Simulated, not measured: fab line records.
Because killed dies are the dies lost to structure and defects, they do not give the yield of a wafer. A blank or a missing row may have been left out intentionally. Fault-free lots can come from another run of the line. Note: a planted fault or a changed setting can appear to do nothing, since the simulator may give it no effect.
The tool behind it: which one?	flow sky130	42 wafers from 14 lots sampled at 4 of the route's 708 steps

WHAT EACH GAUGE READ, for each wafer
SKY_POLY_GATE_THK_MEAS_01. Usual: POLY_GATE_CVD_00_THK gives 179.6 nm (standard deviation 1.5).
lot	measured	on	POLY_GATE_CVD_00_THK (nm)	flag
L936	day 14 06:16	film-metro-02	179.7 178.2 178.1	
L937	day 14 12:39	film-metro-01	180.2 179.8 180.2	
L939	day 15 06:43	film-metro-02	181.7 180.5 181.3	
L940	day 15 18:31	film-metro-01	177.0 179.0 179.0	
L942	day 16 08:07	film-metro-02	176.5 176.1 176.6	
L943	day 17 04:24	film-metro-04	176.8 180.3 177.9	
L947	day 18 18:20	film-metro-04	178.4 179.3 177.3	
L948	day 18 18:20	film-metro-02	179.4 178.5 180.5	
L952	day 20 02:32	film-metro-01	181.3 180.1 180.8	
L953	day 20 09:30	film-metro-04	179.4 179.0 179.3	
L954	day 20 17:07	film-metro-04	178.6 178.8 178.5	
L955	day 20 20:24	film-metro-02	183.5 181.1 184.7	
L957	day 21 21:59	film-metro-02	179.1 178.8 178.3	
L958	day 22 02:19	film-metro-01	181.1 181.7 179.5	

SKY_RES_XHIGH_TW_MEAS_09. Usual: RES_XHIGH_TW gives 1644 (standard deviation 7.2).
lot	measured	on	RES_XHIGH_TW	flag
L936	day 27 08:09	film-metro-01	1646 1642 1649	
L937	day 27 14:38	film-metro-02	1638 1634 1638	
L939	day 28 05:27	film-metro-04	1642 1646 1651	
L940	day 28 19:50	film-metro-02	1652 1650 1647	
L942	day 29 09:39	film-metro-02	1643 1651 1650	
L943	day 30 03:43	film-metro-01	1646 1642 1637	
L947	day 31 15:17	film-metro-01	1641 1647 1638	
L948	day 31 13:55	film-metro-01	1636 1634 1640	
L954	day 33 13:43	film-metro-04	1642 1651 1643	
L955	day 33 07:50	film-metro-01	1662 1665 1653	
L957	day 34 04:54	film-metro-04	1633 1640 1635	
L958	day 34 09:08	film-metro-04	1643 1644 1638	

WHICH TOOL RAN EACH LOT (tool, then ch and the chambers of the sampled wafers, then the start)
lot	SKY_POLY_GATE_STRIP_18	SKY_POLY_CUT_EXPOSE_05
L936	plasma-asher-01 ch 0,1, day 16 19:31	krf-scanner-02 ch 0, day 24 05:12
L937	plasma-asher-03 ch 0,1, day 17 01:22	krf-scanner-02 ch 0, day 24 11:13
L939	plasma-asher-02 ch 0,1, day 17 17:59	krf-scanner-02 ch 0, day 25 02:31
L940	plasma-asher-02 ch 0,1, day 18 08:13	krf-scanner-01 ch 0, day 25 17:51
L942	plasma-asher-01 ch 0,1, day 19 00:09	krf-scanner-02 ch 0, day 26 08:56
L943	plasma-asher-01 ch 0,1, day 19 20:22	krf-scanner-01 ch 0, day 27 02:55
L947	plasma-asher-01 ch 0,1, day 21 11:56	krf-scanner-01 ch 0, day 28 16:22
L948	plasma-asher-03 ch 0,1, day 21 10:47	krf-scanner-01 ch 0, day 28 14:28
L952	plasma-asher-03 ch 0,1, day 22 19:52	krf-scanner-02, day 29 19:25
L953	plasma-asher-03 ch 0,1, day 23 02:13	krf-scanner-02, day 30 02:33
L954	plasma-asher-03 ch 0,1, day 23 10:51	krf-scanner-02 ch 0, day 30 17:28
L955	plasma-asher-02 ch 0,1, day 23 13:16	krf-scanner-01 ch 0, day 30 11:52
L957	plasma-asher-02 ch 0,1, day 24 13:31	krf-scanner-02 ch 0, day 31 10:42
L958	plasma-asher-03 ch 0,1, day 24 17:29	krf-scanner-02 ch 0, day 31 14:34
- SKY_POLY_GATE_STRIP_18: strips in O2/N2.
- SKY_POLY_CUT_EXPOSE_05: exposes mask NPCM, target cd 270 nm.

WHAT THE TOOLS THEMSELVES READ (means of the sampled wafers that have a number; where no wafer has one, the mark that the record gives instead)
SKY_POLY_GATE_STRIP_18. Usual: drypump-motor-current-A 5.9 A, standard deviation 0.47; oes-product-au 0.360 a.u., standard deviation 0.0051; strip-time-to-endpoint-s 3.16 s, standard deviation 0.035.
lot	tool	drypump-motor-current-A (A)	oes-product-au (a.u.)	strip-time-to-endpoint-s (s)	flag
L936	plasma-asher-01	6.2	0.360	3.17	
L937	plasma-asher-03	5.9	0.360	3.15	
L939	plasma-asher-02	6.1	0.362	3.18	
L940	plasma-asher-02	5.6	0.359	3.20	
L942	plasma-asher-01	6.0	0.357	3.13	
L943	plasma-asher-01	6.0	0.362	3.19	
L947	plasma-asher-01	6.0	0.359	3.14	
L948	plasma-asher-03	5.8	0.362	3.17	
L952	plasma-asher-03	5.9	0.359	3.20	
L953	plasma-asher-03	5.9	0.360	3.17	
L954	plasma-asher-03	5.9	0.363	3.17	
L955	plasma-asher-02	6.1	0.361	3.15	
L957	plasma-asher-02	6.1	0.356	3.18	
L958	plasma-asher-03	5.9	0.357	3.13	

SKY_POLY_CUT_EXPOSE_05. Usual: exposure-dose-mJ-cm2 31.97, standard deviation 0.041; focus-offset-nm 0.0 nm, standard deviation 0.56; reticle-temp-C 22.97 C, standard deviation 0.11.
lot	tool	exposure-dose-mJ-cm2	focus-offset-nm (nm)	reticle-temp-C (C)	flag
L936	krf-scanner-02	31.95	-0.1	22.95	
L937	krf-scanner-02	32.03	-0.5	23.03	
L939	krf-scanner-02	32.05	0.0	23.06	
L940	krf-scanner-01	31.95	-0.7	22.83	
L942	krf-scanner-02	32.01	-1.0	23.11	
L943	krf-scanner-01	31.94	0.3	23.00	
L947	krf-scanner-01	31.95	-0.2	22.99	
L948	krf-scanner-01	31.99	0.3	22.73	
L952	krf-scanner-02	-	-	-	OFF
L953	krf-scanner-02	-	-	-	OFF
L954	krf-scanner-02	31.98	0.1	22.95	
L955	krf-scanner-01	31.95	0.7	23.03	
L957	krf-scanner-02	32.00	0.8	23.16	
L958	krf-scanner-02	32.00	0.7	23.04	

THE ANSWER, worked out from the rows above alone
Rule: a lot counts as off when the mean over its wafers that have a number is more than 3 standard deviations away from the usual mean. A lot without any number at a reading at which 4 lots or more have one is off too. Any other lot the step has rows for is counted as sound. The gauges are gone through in route order, then the tools' own readings, and for those a lot's mean is taken as printed above. At the first step where some lot is off, the reading lying furthest off is the one used; lots without a number count as furthest.
Off: L952, L953, at SKY_POLY_CUT_EXPOSE_05 (exposure-dose-mJ-cm2). Without a number there: L952, L953.
If a tool, at that step or one of the process steps before it, ran each lot that is off and ran no sound lot following the first of them, it fits. No candidate that was tried fits.

WHAT THE SIMULATOR PUT IN
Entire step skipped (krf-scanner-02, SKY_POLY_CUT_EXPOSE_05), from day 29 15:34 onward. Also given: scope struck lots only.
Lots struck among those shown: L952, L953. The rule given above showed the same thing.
